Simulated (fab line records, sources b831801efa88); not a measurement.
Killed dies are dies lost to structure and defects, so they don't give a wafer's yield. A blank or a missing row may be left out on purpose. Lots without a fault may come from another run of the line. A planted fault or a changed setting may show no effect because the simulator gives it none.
fab line records | flow gf180mcu
record lots=5 wafers=15 last_day=33
route steps=602 shown V2@389 M3@409
lots that met no fault: from a run of the same line without faults
start_h: hours from the record's first day to the start of the lot's first wafer shown | wait_h: hours since the lot's step before | " the same as in the row above | L1.1+2: a row that stands for several wafers | - no value, or no start given | * or withheld: withheld | < > ~ a bound
route shown NAME@n: a module of which the file shows steps, and the number in the route of the first | usual: mean/standard deviation of fault-free wafers | same: alike in all rows | chamber/n: place in a boat | sites: the reading at each site | _std_site: their standard deviation | _edge_site: outer sites' mean less inner sites' | radius_mm: how far each site lies from the wafer's centre | mask NAME#n: copy n | behind: the tool/chamber that last shaped the wafer | hold: why the lot was held/for how many hours/how that ended | device: the transistor (n, p or np) that didn't switch | end of line: the same wafers' tests at the end of the route | a step without rows: its recipe alone | killed: dies lost to structure and defects at the first sort, not the wafer's yield | map: a wafer's dies, x killed, . not, _ none there
set.NAME: the setting as run; set.NAME@STEP: as run at that earlier step | model.NAME: the simulator's own value behind a step, which no gauge read
lots at some steps of the route; a table a step, a row a wafer
services: from which hour (start_h, from the record's first day; less than 0 if before it) a tool's chamber was out of use, for how many hours, and why
## steps
# step GF_V2_HMDS_07
# recipe prime_time_s=60 prime_temp_c=120
# columns lot.wafer tool chamber start_h wait_h
L075.3+4+5 litho_track-04 0 456.39 0.1
L078.1+4+5 litho_track-03 0 481.52 0.1
L080.4+5+6 litho_track-04 0 505.46 0.1
L083.1+2+6 litho_track-01 0 537.50 0.1
L091.2+5+6 litho_track-03 0 599.19 0.1
# step GF_V2_COAT_08
# recipe resist=BARC temp_c=withheld time_s=withheld spin_rpm=withheld resist_thk_nm=withheld
# columns lot.wafer tool chamber start_h wait_h
L075.3+4+5 litho_track-04 0 456.54 0.1
L078.1+4+5 litho_track-03 0 481.67 0.1
L080.4+5+6 litho_track-04 0 505.61 0.1
L083.1+2+6 litho_track-01 0 537.65 0.1
L091.2+5+6 litho_track-03 0 599.34 0.1
# step GF_V2_COAT_09
# recipe resist=KrF spin_rpm=withheld resist_thk_nm=1000
# columns lot.wafer tool chamber start_h wait_h
L075.3+4+5 litho_track-04 0 - -
L078.1+4+5 litho_track-03 0 - -
L080.4+5+6 litho_track-04 0 - -
L083.1+2+6 litho_track-01 0 - -
L091.2+5+6 litho_track-03 0 - -
# step GF_V2_SOFTBAKE_10
# recipe temp_c=130 time_s=60 resist=KrF
# columns lot.wafer tool chamber start_h wait_h
L075.3+4+5 litho_track-04 0 - -
L078.1+4+5 litho_track-03 0 - -
L080.4+5+6 litho_track-04 0 - -
L083.1+2+6 litho_track-01 0 - -
L091.2+5+6 litho_track-03 0 - -
# step GF_V2_EXPOSE_11
# recipe mask_id=Via2 target_cd_nm=260 na=0.68 source_shape=conventional sigma_outer=0.6 dose_mj=38
# usual focus_offset_nm=0.1/0.58
# same sigma_outer=0.6
# columns lot.wafer tool chamber start_h wait_h mask focus_offset_nm
L075.3 krf_scanner-01 0 - - Via2#0 0.1
L075.4 " 0 " " Via2#0 -0.9
L075.5 " 0 " " Via2#0 -0.5
L078.1 krf_scanner-01 0 - - Via2#0 0.7
L078.4 " 0 " " Via2#0 0.9
L078.5 " 0 " " Via2#0 0.7
L080.4 krf_scanner-01 0 - - Via2#0 0.8
L080.5 " 0 " " Via2#0 1.1
L080.6 " 0 " " Via2#0 0.8
L083.1 krf_scanner-01 0 - - Via2#0 0.7
L083.2 " 0 " " Via2#0 0.3
L083.6 " 0 " " Via2#0 0.3
L091.2 krf_scanner-01 0 - - Via2#0 0.5
L091.5 " 0 " " Via2#0 0.6
L091.6 " 0 " " Via2#0 0.6
# step GF_V2_PEB_12
# recipe peb_temp_c=135 peb_time_s=90 resist=KrF
# columns lot.wafer tool chamber start_h wait_h
L075.3+4+5 litho_track-01 0 - -
L078.1+4+5 litho_track-04 0 - -
L080.4+5+6 litho_track-04 0 - -
L083.1+2+6 litho_track-04 0 - -
L091.2+5+6 litho_track-03 0 - -
# step GF_V2_DEVELOP_13
# recipe develop_time_s=60 resist=KrF dev_temp_c=21
# columns lot.wafer tool chamber start_h wait_h
L075.3+4+5 litho_track-01 0 468.75 0.1
L078.1+4+5 litho_track-04 0 493.59 0.2
L080.4+5+6 litho_track-04 0 517.66 0.1
L083.1+2+6 litho_track-04 0 549.59 0.2
L091.2+5+6 litho_track-03 0 609.84 0.2
# step GF_V2_CD_MEAS_14
# recipe target_cd_nm=260
# usual cd_nm=260.3/1.4
# columns lot.wafer tool chamber start_h wait_h cd_nm
L075.3 cd_sem-01 - 468.89 0.1 262.2
L075.4 " - " " 262.6
L075.5 " - " " 261.0
L078.1 cd_sem-02 - 493.74 0.1 260.1
L078.4 " - " " 262.0
L078.5 " - " " 261.2
L080.4 cd_sem-01 - 517.80 0.1 262.2
L080.5 " - " " 260.5
L080.6 " - " " 261.1
L083.1 cd_sem-02 - 549.74 0.1 260.7
L083.2 " - " " 259.9
L083.6 " - " " 260.7
L091.2 cd_sem-01 - 609.99 0.1 260.8
L091.5 " - " " 262.2
L091.6 " - " " 262.2
# step GF_V2_OVL_MEAS_15
# usual V2_OVL=-3/5.9
# columns lot.wafer tool chamber start_h wait_h V2_OVL[nm]
L075.3 overlay-01 - 468.98 0.1 9
L075.4 " - " " 3
L075.5 " - " " 1
L078.1 overlay-01 - 493.86 0.1 -9
L078.4 " - " " -9
L078.5 " - " " -7
L080.4 overlay-02 - 517.88 0.1 7
L080.5 " - " " -7
L080.6 " - " " -9
L083.1 overlay-01 - 549.86 0.1 -8
L083.2 " - " " -5
L083.6 " - " " -2
L091.2 overlay-02 - 610.10 0.1 -5
L091.5 " - " " -11
L091.6 " - " " -2
# step GF_V2_ETCH_16
# recipe chemistry=N2/H2 target_depth_a=withheld overetch_a=withheld time_s=withheld target=BARC ion_energy_ev=200 source_w=500 bias_w=100 pressure_mtorr=30 n2_flow_sccm=100 h2_flow_sccm=200
# usual drypump_motor_current_A=5.9/0.5 oes_product_au=0.855/0.0051 throttle_valve_pct=13.225/0.0095
# columns lot.wafer tool chamber start_h wait_h drypump_motor_current_A oes_product_au throttle_valve_pct
L075.3 rie_diel-02 0 469.01 0.0 6.5 0.857 13.228
L075.4 " 3 " " 5.3 0.855 13.241
L075.5 " 1 " " 5.7 0.861 13.214
L078.1 rie_diel-04 0 493.89 0.0 6.3 0.860 13.222
L078.4 " 3 " " 5.7 0.854 13.215
L078.5 " 2 " " 6.6 0.850 13.233
L080.4 rie_diel-01 3 517.89 0.0 5.9 0.859 13.220
L080.5 " 1 " " 5.0 0.849 13.211
L080.6 " 0 " " 5.7 0.846 13.230
L083.1 rie_diel-04 3 549.89 0.0 5.7 0.857 13.228
L083.2 " 0 " " 6.4 0.854 13.232
L083.6 " 3 " " 5.7 0.857 13.217
L091.2 rie_diel-02 1 610.13 0.0 5.7 0.851 13.214
L091.5 " 1 " " 5.7 0.861 13.231
L091.6 " 2 " " 6.6 0.849 13.230
# step GF_V2_ETCH_17
# recipe chemistry=C4F8/O2/Ar mask_material=KrF target=SiO2 stop_on=TiN source_w=1500 bias_w=1200 pressure_mtorr=40 c4f8_flow_sccm=withheld O2_flow_sccm=6 Ar_flow_sccm=300 time_s=withheld target_depth_a=6300
# usual oes_product_au=0.856/0.005
# columns lot.wafer tool chamber start_h wait_h oes_product_au
L075.3 rie_diel-02 0 - - 0.854
L075.4 " 3 " " 0.861
L075.5 " 1 " " 0.847
L078.1 rie_diel-04 0 - - 0.850
L078.4 " 3 " " 0.841
L078.5 " 2 " " 0.857
L080.4 rie_diel-01 3 - - 0.856
L080.5 " 1 " " 0.847
L080.6 " 0 " " 0.854
L083.1 rie_diel-04 3 - - 0.862
L083.2 " 0 " " 0.854
L083.6 " 3 " " 0.855
L091.2 rie_diel-02 1 - - 0.857
L091.5 " 1 " " 0.855
L091.6 " 2 " " 0.851
# step GF_V2_STRIP_18
# recipe chemistry=O2/N2 power_w=1400 pressure_mtorr=1500 platen_temp_c=250 o2_flow_sccm=3000 n2_flow_sccm=300 overash_fraction=0.5
# usual drypump_motor_current_A=5.6/0.35 heater_power_w=323/40 oes_product_au=0.593/0.0047 platen_temp_c=250.02/0.19
# same overash_fraction=0.5
# columns lot.wafer tool chamber start_h wait_h drypump_motor_current_A heater_power_w oes_product_au platen_temp_c rf_hours_counter_h
L075.3 plasma_asher-04 0 469.17 - 5.9 387 0.597 249.68 -
L075.4 " 1 " " 6.3 287 0.593 250.36 -
L075.5 " 1 " " 6.2 294 0.599 250.12 -
L078.1 plasma_asher-01 1 494.02 - 5.5 289 0.599 250.06 6
L078.4 " 1 " " 5.5 287 0.586 250.00 -
L078.5 " 0 " " 5.3 282 0.594 250.12 -
L080.4 plasma_asher-03 0 518.06 - 5.3 318 0.597 249.98 -
L080.5 " 0 " " 5.3 323 0.593 249.94 -
L080.6 " 1 " " 5.5 371 0.591 250.13 -
L083.1 plasma_asher-04 1 550.02 - 6.2 296 0.580 250.17 48
L083.2 " 0 " " 5.8 387 0.585 249.96 48
L083.6 " 1 " " 6.3 294 0.588 250.39 -
L091.2 plasma_asher-03 1 610.25 - 5.5 376 0.588 250.32 87
L091.5 " 1 " " 5.4 371 0.596 249.62 -
L091.6 " 0 " " 5.3 311 0.594 249.99 -
# step GF_V2_STRIP_19
# recipe chemistry=post_etch_residue_remover time_s=1200 temp_c=72.5
# columns lot.wafer tool chamber start_h wait_h
L075.3+4+5 wet_bench-03 1 469.23 0.0
L078.1+4+5 wet_bench-04 1 494.12 0.1
L080.4+5+6 wet_bench-03 1 518.12 0.0
L083.1+2+6 wet_bench-04 3 550.12 0.1
L091.2+5+6 wet_bench-03 0 610.35 0.1
# step GF_V2_CLEAN_20
# recipe chemistry=DIW dry=n2_spin
# columns lot.wafer tool chamber start_h wait_h
L075.3+4+5 wet_bench-04 1 469.58 0.0
L078.1+4+5 wet_bench-01 2 494.46 0.0
L080.4+5+6 wet_bench-01 2 518.46 0.0
L083.1+2+6 wet_bench-03 2 550.46 0.0
L091.2+5+6 wet_bench-01 2 610.70 0.0
# step GF_V2_SPUTTER_21
# recipe material=Ti target_thk_nm=15 chamber_pressure_pa=5 power_w=2500 substrate_temp_c=200 time_s=80.02
# usual cathode_dc_power_W=2500.0/0.45 throttle_valve_pct=29.6/0.94
# columns lot.wafer tool chamber start_h wait_h cathode_dc_power_W throttle_valve_pct
L075.3 pvd_sputter-03 - 469.67 0.0 2499.2 29.8
L075.4 " - " " 2500.1 28.7
L075.5 " - " " 2500.4 30.0
L078.1 pvd_sputter-01 - 494.57 0.0 2499.7 31.2
L078.4 " - " " 2500.0 28.0
L078.5 " - " " 2500.1 28.1
L080.4 pvd_sputter-02 - 518.56 0.0 2499.7 30.5
L080.5 " - " " 2500.5 28.3
L080.6 " - " " 2499.5 30.4
L083.1 pvd_sputter-03 - 550.66 0.0 2499.5 29.7
L083.2 " - " " 2500.0 30.7
L083.6 " - " " 2499.4 29.6
L091.2 pvd_sputter-02 - 610.80 0.0 2499.7 30.6
L091.5 " - " " 2499.8 28.1
L091.6 " - " " 2500.0 29.1
# step GF_V2_SPUTTER_22
# recipe material=TiN target_thk_nm=10 chamber_pressure_pa=5 power_w=4000 time_s=40
# usual cathode_dc_power_W=3999.9/0.73 throttle_valve_pct=29.6/0.96
# columns lot.wafer tool chamber start_h wait_h cathode_dc_power_W throttle_valve_pct
L075.3 pvd_sputter-03 - 469.73 0.0 3999.3 29.9
L075.4 " - " " 4001.0 28.7
L075.5 " - " " 3999.3 30.1
L078.1 pvd_sputter-01 - 494.63 0.0 4001.0 31.2
L078.4 " - " " 3999.8 28.2
L078.5 " - " " 3998.3 28.2
L080.4 pvd_sputter-02 - 518.63 0.0 3999.2 30.7
L080.5 " - " " 3999.3 28.0
L080.6 " - " " 4000.1 30.4
L083.1 pvd_sputter-03 - 550.72 0.0 3999.6 29.9
L083.2 " - " " 4001.2 30.8
L083.6 " - " " 3999.0 29.9
L091.2 pvd_sputter-02 - 610.86 0.0 4000.1 30.4
L091.5 " - " " 3999.4 28.2
L091.6 " - " " 3999.5 29.0
# step GF_V2_CVD_23
# recipe material=W target_thk_nm=350 time_s=104.94 temp_c=400 pressure_torr=40
# usual heater_power_w=769/92
# columns lot.wafer tool chamber start_h wait_h heater_power_w
L075.3 cvd_w-02 0 469.81 0.1 660
L075.4 " 1 " " 800
L075.5 " 0 " " 650
L078.1 cvd_w-02 0 494.67 0.0 646
L078.4 " 0 " " 653
L078.5 " 0 " " 666
L080.4 cvd_w-01 1 518.70 0.1 770
L080.5 " 0 " " 920
L080.6 " 1 " " 754
L083.1 cvd_w-01 0 550.76 0.0 927
L083.2 " 1 " " 764
L083.6 " 0 " " 940
L091.2 cvd_w-02 0 610.90 0.0 655
L091.5 " 0 " " 675
L091.6 " 1 " " 800
# step GF_V2_RS_MEAS_24
# recipe thk_meas_gauge=four-point-probe reads=W_of_V2_CVD_23+TiN_of_V2_SPUTTER_22+Ti_of_V2_SPUTTER_21
# usual V2_W_RS=0.3279/0.003
# columns lot.wafer tool chamber start_h wait_h V2_W_RS[ohm/sq]
L075.3 film_metro-04 - 469.92 0.1 0.3281
L075.4 " - " " 0.3303
L075.5 " - " " 0.3276
L078.1 film_metro-04 - 494.79 0.1 0.3279
L078.4 " - " " 0.3306
L078.5 " - " " 0.3285
L080.4 film_metro-03 - 518.84 0.1 0.3270
L080.5 " - " " 0.3262
L080.6 " - " " 0.3251
L083.1 film_metro-04 - 550.88 0.1 0.3274
L083.2 " - " " 0.3269
L083.6 " - " " 0.3276
L091.2 film_metro-03 - 611.03 0.1 0.3242
L091.5 " - " " 0.3271
L091.6 " - " " 0.3256
# step GF_V2_THK_MEAS_25
# recipe thk_meas_gauge=xrf reads=W_of_V2_CVD_23
# usual V2_W_THK=354/4.1
# columns lot.wafer tool chamber start_h wait_h V2_W_THK[nm]
L075.3 film_metro-04 - 470.02 0.1 357
L075.4 " - " " 354
L075.5 " - " " 358
L078.1 film_metro-04 - 494.91 0.1 357
L078.4 " - " " 353
L078.5 " - " " 356
L080.4 film_metro-03 - 518.93 0.1 354
L080.5 " - " " 353
L080.6 " - " " 354
L083.1 film_metro-04 - 551.00 0.1 355
L083.2 " - " " 355
L083.6 " - " " 354
L091.2 film_metro-03 - 611.14 0.1 356
L091.5 " - " " 352
L091.6 " - " " 354
# step GF_V2_CMP_26
# recipe stop_on=SiO2 down_force_psi=3.5 platen_rpm=60 t_overpolish_s=15 target_thk_nm=0 pad_velocity_m_s=0.94248
# usual motor_current_A=10.9/0.9 overpolish_run_s=15.000/0.0089 retaining_ring_pressure_frac=1.001/0.0053 time_to_endpoint_s=83.6/2.9
# columns lot.wafer tool chamber start_h wait_h motor_current_A overpolish_run_s retaining_ring_pressure_frac time_to_endpoint_s
L075.4 cmp-02 0 470.11 0.1 11.1 14.982 1.000 82.7
L075.3 " 2 " " 13.0 15.000 1.000 84.4
L075.5 " 3 " " 10.4 14.999 1.003 82.6
L078.1 cmp-01 2 494.97 0.1 11.5 14.989 0.994 83.0
L078.4 " 3 " " 10.2 14.995 0.998 85.5
L078.5 " 2 " " 11.4 15.018 0.999 89.0
L080.4 cmp-01 2 518.96 0.0 11.4 14.989 1.009 84.5
L080.6 " 2 " " 11.7 15.003 0.995 81.9
L080.5 " 3 " " 10.3 15.002 0.997 91.8
L083.2 cmp-02 3 551.06 0.0 10.2 14.999 1.006 84.2
L083.1 " 1 " " 10.9 15.005 1.000 84.6
L083.6 " 3 " " 10.6 15.009 1.004 83.2
L091.2 cmp-02 1 611.24 0.1 11.1 14.996 1.001 82.8
L091.5 " 0 " " 11.4 14.993 0.992 84.5
L091.6 " 1 " " 10.8 15.013 0.994 85.4
# step GF_M3_SPUTTER_00
# recipe material=Ti target_thk_nm=37.5 arriving_ion_energy_ev=80 substrate_temp_c=200 chamber_pressure_pa=2 power_w=4000 time_s=150
# usual cathode_dc_power_W=4000.0/0.72 throttle_valve_pct=29.6/0.94
# columns lot.wafer tool chamber start_h wait_h cathode_dc_power_W throttle_valve_pct
L075.3 pvd_sputter-04 - 470.36 0.1 3999.3 29.2
L075.4 " - " " 3999.6 30.0
L075.5 " - " " 3999.8 28.9
L078.1 pvd_sputter-03 - 495.27 0.2 4001.3 29.0
L078.4 " - " " 4000.3 29.8
L078.5 " - " " 4000.9 28.8
L080.4 pvd_sputter-01 - 519.26 0.2 3999.8 28.3
L080.5 " - " " 4000.0 31.1
L080.6 " - " " 4000.7 29.2
L083.1 pvd_sputter-03 - 551.36 0.1 4000.5 28.9
L083.2 " - " " 3998.6 30.3
L083.6 " - " " 4000.6 29.8
L091.2 pvd_sputter-01 - 611.49 0.2 3998.9 29.5
L091.5 " - " " 4000.7 28.3
L091.6 " - " " 4000.8 29.3
# step GF_M3_SPUTTER_01
# recipe material=TiN target_thk_nm=30 power_w=6500 time_s=25 chamber_pressure_pa=0.4
# usual cathode_dc_power_W=6500.1/1.1 throttle_valve_pct=29.6/0.95
# columns lot.wafer tool chamber start_h wait_h cathode_dc_power_W throttle_valve_pct
L075.3 pvd_sputter-04 - 470.46 0.1 6497.8 29.3
L075.4 " - " " 6498.9 30.0
L075.5 " - " " 6499.8 28.9
L078.1 pvd_sputter-03 - 495.37 0.1 6498.8 28.7
L078.4 " - " " 6501.9 29.7
L078.5 " - " " 6501.5 28.7
L080.4 pvd_sputter-01 - 519.36 0.1 6502.2 28.3
L080.5 " - " " 6498.8 31.1
L080.6 " - " " 6500.4 29.3
L083.1 pvd_sputter-03 - 551.46 0.1 6499.1 28.7
L083.2 " - " " 6498.9 30.7
L083.6 " - " " 6500.9 30.0
L091.2 pvd_sputter-01 - 611.59 0.1 6498.2 29.3
L091.5 " - " " 6499.3 28.1
L091.6 " - " " 6499.1 29.1
# step GF_M3_SPUTTER_02
# recipe material=AlCu target_thk_nm=450 power_w=10600 time_s=23.9 chamber_pressure_pa=0.4
# usual cathode_dc_power_W=10600/1.8 throttle_valve_pct=29.6/0.96
# columns lot.wafer tool chamber start_h wait_h cathode_dc_power_W throttle_valve_pct
L075.3 pvd_sputter-04 - 470.49 0.0 10601 29.1
L075.4 " - " " 10599 30.2
L075.5 " - " " 10599 29.0
L078.1 pvd_sputter-03 - 495.40 0.0 10605 29.1
L078.4 " - " " 10600 29.9
L078.5 " - " " 10601 28.6
L080.4 pvd_sputter-01 - 519.39 0.0 10600 28.1
L080.5 " - " " 10599 31.4
L080.6 " - " " 10601 29.5
L083.1 pvd_sputter-03 - 551.49 0.0 10598 29.0
L083.2 " - " " 10599 30.9
L083.6 " - " " 10601 30.2
L091.2 pvd_sputter-01 - 611.62 0.0 10598 29.6
L091.5 " - " " 10597 28.2
L091.6 " - " " 10600 29.2
# step GF_M3_SPUTTER_03
# recipe material=Ti target_thk_nm=10 substrate_temp_c=300 chamber_pressure_pa=0.3 power_w=3000 time_s=6.7
# usual cathode_dc_power_W=3000.0/0.54 throttle_valve_pct=29.6/0.93
# columns lot.wafer tool chamber start_h wait_h cathode_dc_power_W throttle_valve_pct
L075.3 pvd_sputter-04 - 470.52 0.0 2999.1 29.3
L075.4 " - " " 2999.5 29.8
L075.5 " - " " 2999.3 29.1
L078.1 pvd_sputter-03 - 495.43 0.0 3000.7 28.9
L078.4 " - " " 3000.0 29.9
L078.5 " - " " 2999.2 29.0
L080.4 pvd_sputter-01 - 519.42 0.0 2999.8 28.1
L080.5 " - " " 3000.3 31.4
L080.6 " - " " 2999.8 29.3
L083.1 pvd_sputter-03 - 551.52 0.0 2999.0 29.0
L083.2 " - " " 2999.7 30.5
L083.6 " - " " 2999.2 30.0
L091.2 pvd_sputter-01 - 611.65 0.0 3001.0 29.5
L091.5 " - " " 2999.8 28.2
L091.6 " - " " 3000.4 29.5
# step GF_M3_SPUTTER_04
# recipe material=TiN target_thk_nm=50 power_w=6500 time_s=41.7 chamber_pressure_pa=0.4
# usual cathode_dc_power_W=6499.9/1.1 throttle_valve_pct=29.6/0.96
# columns lot.wafer tool chamber start_h wait_h cathode_dc_power_W throttle_valve_pct
L075.3 pvd_sputter-04 - 470.54 0.0 6499.2 29.1
L075.4 " - " " 6499.5 30.1
L075.5 " - " " 6501.4 28.8
L078.1 pvd_sputter-03 - 495.45 0.0 6499.7 28.9
L078.4 " - " " 6500.2 29.7
L078.5 " - " " 6500.1 28.7
L080.4 pvd_sputter-01 - 519.44 0.0 6498.9 28.1
L080.5 " - " " 6498.7 31.0
L080.6 " - " " 6499.3 29.2
L083.1 pvd_sputter-03 - 551.54 0.0 6499.8 28.5
L083.2 " - " " 6500.8 30.8
L083.6 " - " " 6499.6 29.8
L091.2 pvd_sputter-01 - 611.67 0.0 6499.8 29.5
L091.5 " - " " 6499.7 28.2
L091.6 " - " " 6499.6 29.2
# step GF_M3_RS_MEAS_05
# recipe thk_meas_gauge=four-point-probe reads=TiN_of_M3_SPUTTER_04+Ti_of_M3_SPUTTER_03+AlCu_of_M3_SPUTTER_02+TiN_of_M3_SPUTTER_01+Ti_of_M3_SPUTTER_00
# usual M3_ALCU_RS=0.0697/0.00079
# columns lot.wafer tool chamber start_h wait_h M3_ALCU_RS[ohm/sq]
L075.3 film_metro-02 - 470.62 0.1 0.0710
L075.4 " - " " 0.0714
L075.5 " - " " 0.0712
L078.1 film_metro-01 - 495.49 0.0 0.0688
L078.4 " - " " 0.0684
L078.5 " - " " 0.0686
L080.4 film_metro-04 - 519.54 0.1 0.0690
L080.5 " - " " 0.0699
L080.6 " - " " 0.0692
L083.1 film_metro-02 - 551.58 0.0 0.0696
L083.2 " - " " 0.0707
L083.6 " - " " 0.0703
L091.2 film_metro-02 - 611.73 0.0 0.0699
L091.5 " - " " 0.0696
L091.6 " - " " 0.0701
# step GF_M3_THK_MEAS_06
# recipe thk_meas_gauge=xrf reads=AlCu_of_M3_SPUTTER_02
# usual M3_ALCU_THK=454/5.5
# columns lot.wafer tool chamber start_h wait_h M3_ALCU_THK[nm]
L075.3 film_metro-02 - 470.72 0.1 447
L075.4 " - " " 439
L075.5 " - " " 442
L078.1 film_metro-01 - 495.61 0.1 459
L078.4 " - " " 460
L078.5 " - " " 460
L080.4 film_metro-04 - 519.63 0.1 458
L080.5 " - " " 457
L080.6 " - " " 462
L083.1 film_metro-02 - 551.70 0.1 453
L083.2 " - " " 448
L083.6 " - " " 450
L091.2 film_metro-02 - 611.84 0.1 451
L091.5 " - " " 452
L091.6 " - " " 450
# step GF_M3_DEHYDRATE_07
# recipe temp_c=200 time_s=60
# columns lot.wafer tool chamber start_h wait_h
L075.3+4+5 litho_track-02 0 482.01 11.3
L078.1+4+5 litho_track-03 0 506.22 10.6
L080.4+5+6 litho_track-03 0 529.94 10.3
L083.1+2+6 litho_track-03 0 561.92 10.2
L091.2+5+6 litho_track-02 0 621.23 9.4
# step GF_M3_HMDS_08
# recipe prime_time_s=60 prime_temp_c=120
# columns lot.wafer tool chamber start_h wait_h
L075.3+4+5 litho_track-02 0 482.16 0.1
L078.1+4+5 litho_track-03 0 506.37 0.1
L080.4+5+6 litho_track-03 0 530.09 0.1
L083.1+2+6 litho_track-03 0 562.07 0.1
L091.2+5+6 litho_track-02 0 621.38 0.1
# step GF_M3_COAT_09
# recipe resist=KrF spin_rpm=withheld resist_thk_nm=1000
# columns lot.wafer tool chamber start_h wait_h
L075.3+4+5 litho_track-02 0 482.31 0.1
L078.1+4+5 litho_track-03 0 506.52 0.1
L080.4+5+6 litho_track-03 0 530.24 0.1
L083.1+2+6 litho_track-03 0 562.22 0.1
L091.2+5+6 litho_track-02 0 621.53 0.1
# step GF_M3_SOFTBAKE_10
# recipe temp_c=130 time_s=60 resist=KrF
# columns lot.wafer tool chamber start_h wait_h
L075.3+4+5 litho_track-02 0 482.46 0.1
L078.1+4+5 litho_track-03 0 506.67 0.1
L080.4+5+6 litho_track-03 0 530.39 0.1
L083.1+2+6 litho_track-03 0 562.37 0.1
L091.2+5+6 litho_track-02 0 621.68 0.1
# step GF_M3_EXPOSE_11
# recipe mask_id=Metal3 target_cd_nm=280 na=0.68 source_shape=conventional sigma_outer=0.6 dose_mj=28
# usual focus_offset_nm=-0.1/0.55
# same sigma_outer=0.6
# columns lot.wafer tool chamber start_h wait_h mask focus_offset_nm
L075.3 krf_scanner-01 0 - - Metal3#0 0.9
L075.4 " 0 " " Metal3#0 1.1
L075.5 " 0 " " Metal3#0 0.6
L078.1 krf_scanner-02 0 - - Metal3#0 0.4
L078.4 " 0 " " Metal3#0 0.3
L078.5 " 0 " " Metal3#0 0.0
L080.4 krf_scanner-02 0 - - Metal3#0 0.2
L080.5 " 0 " " Metal3#0 -0.4
L080.6 " 0 " " Metal3#0 -0.3
L083.1 krf_scanner-01 0 - - Metal3#0 -0.1
L083.2 " 0 " " Metal3#0 -0.1
L083.6 " 0 " " Metal3#0 -0.3
L091.2 krf_scanner-02 0 - - Metal3#0 -0.1
L091.5 " 0 " " Metal3#0 -0.6
L091.6 " 0 " " Metal3#0 0.0
# step GF_M3_PEB_12
# recipe peb_temp_c=135 peb_time_s=90 resist=KrF
# columns lot.wafer tool chamber start_h wait_h
L075.3+4+5 litho_track-03 0 - -
L078.1+4+5 litho_track-01 0 - -
L080.4+5+6 litho_track-01 0 - -
L083.1+2+6 litho_track-02 0 - -
L091.2+5+6 litho_track-02 0 - -
# step GF_M3_DEVELOP_13
# recipe develop_time_s=60 dev_temp_c=21
# columns lot.wafer tool chamber start_h wait_h
L075.3+4+5 litho_track-03 0 494.17 0.1
L078.1+4+5 litho_track-01 0 518.55 0.2
L080.4+5+6 litho_track-01 0 541.72 0.1
L083.1+2+6 litho_track-02 0 574.01 0.2
L091.2+5+6 litho_track-02 0 631.68 0.2
# step GF_M3_CD_MEAS_14
# recipe target_cd_nm=280
# usual cd_nm=279.7/1.1
# columns lot.wafer tool chamber start_h wait_h cd_nm
L075.3 cd_sem-02 - 494.31 0.1 279.7
L075.4 " - " " 279.8
L075.5 " - " " 279.7
L078.1 cd_sem-02 - 518.70 0.1 276.0
L078.4 " - " " 277.8
L078.5 " - " " 278.5
L080.4 cd_sem-02 - 541.86 0.1 278.7
L080.5 " - " " 278.6
L080.6 " - " " 278.0
L083.1 cd_sem-02 - 574.16 0.1 279.8
L083.2 " - " " 279.7
L083.6 " - " " 279.8
L091.2 cd_sem-01 - 631.83 0.1 280.7
L091.5 " - " " 278.8
L091.6 " - " " 279.4
# step GF_M3_OVL_MEAS_15
# usual M3_OVL=-2/6.1
# columns lot.wafer tool chamber start_h wait_h M3_OVL[nm]
L075.3 overlay-02 - 494.40 0.1 -2
L075.4 " - " " -3
L075.5 " - " " -7
L078.1 overlay-01 - 518.82 0.1 -6
L078.4 " - " " -8
L078.5 " - " " -4
L080.4 overlay-02 - 541.94 0.1 -4
L080.5 " - " " -2
L080.6 " - " " -11
L083.1 overlay-02 - 574.28 0.1 7
L083.2 " - " " 7
L083.6 " - " " 5
L091.2 overlay-01 - 631.94 0.1 10
L091.5 " - " " -4
L091.6 " - " " 1
# step GF_M3_METAL_ETCH_16
# recipe chemistry=Cl2/BCl3 mask_material=KrF target_depth_nm=750.8 stop_on=SiO2 pressure_mtorr=8 icp_w=800 bias_w=140 Cl2_flow_sccm=80 bcl3_flow_sccm=40 time_s=125.1
# usual drypump_motor_current_A=5.8/0.68 mfc_cl2_sccm=79.97/0.2 oes_product_au=0.993/0.0053 throttle_valve_pct=28.228/0.0089
# columns lot.wafer tool chamber start_h wait_h drypump_motor_current_A mfc_cl2_sccm oes_product_au rf_hours_counter_h throttle_valve_pct
L075.3 rie_metal-01 1 494.47 0.1 6.7 79.67 0.994 - 28.216
L075.4 " 0 " " 5.7 80.28 0.990 - 28.233
L075.5 " 0 " " 5.7 79.77 0.988 - 28.236
L078.1 rie_metal-04 1 518.85 0.0 6.7 80.23 0.986 0 28.221
L078.4 " 1 " " 6.6 80.24 0.992 - 28.217
L078.5 " 1 " " 6.6 80.19 0.998 - 28.206
L080.4 rie_metal-01 0 542.00 0.1 5.7 80.19 0.988 - 28.239
L080.5 " 0 " " 5.7 79.89 0.988 - 28.229
L080.6 " 1 " " 6.7 79.69 0.996 - 28.226
L083.1 rie_metal-04 0 574.32 0.0 5.4 79.93 0.997 7 28.218
L083.2 " 1 " " 6.6 79.93 0.995 2 28.226
L083.6 " 1 " " 6.6 80.32 0.998 - 28.228
L091.2 rie_metal-02 0 631.97 0.0 4.9 80.21 0.997 14 28.238
L091.5 " 0 " " 4.9 80.14 0.999 - 28.227
L091.6 " 1 " " 4.9 80.31 0.998 - 28.240
## services
# columns tool chamber start_h hours kind
krf_scanner-01 - 446.56 3.6 pm
rie_diel-04 2 452.03 3.8 repair
krf_scanner-01 - 452.48 4.4 pm
rie_diel-02 - 454.68 2.8 pm
krf_scanner-01 - 457.51 1.4 repair
krf_scanner-01 - 473.49 1.0 pm
krf_scanner-01 - 483.79 0.8 pm
rie_diel-04 - 495.00 2.8 pm
pvd_sputter-02 - 504.67 0.6 repair
rie_diel-02 3 507.52 5.3 repair
pvd_sputter-04 - 518.18 3.9 repair
pvd_sputter-03 - 518.79 9.6 repair
rie_diel-02 - 526.29 0.6 repair
krf_scanner-01 - 526.51 0.7 repair
pvd_sputter-04 - 527.09 1.4 repair
pvd_sputter-02 - 530.60 9.0 repair
krf_scanner-01 - 533.30 1.3 pm
pvd_sputter-01 - 538.07 8.1 repair
krf_scanner-01 - 548.79 3.9 repair
rie_diel-04 1 560.82 6.3 repair
rie_diel-02 - 562.87 0.9 repair
rie_diel-04 - 572.95 0.4 repair
krf_scanner-01 - 582.18 4.0 pm
pvd_sputter-03 - 608.10 1.5 repair
## key
fault none
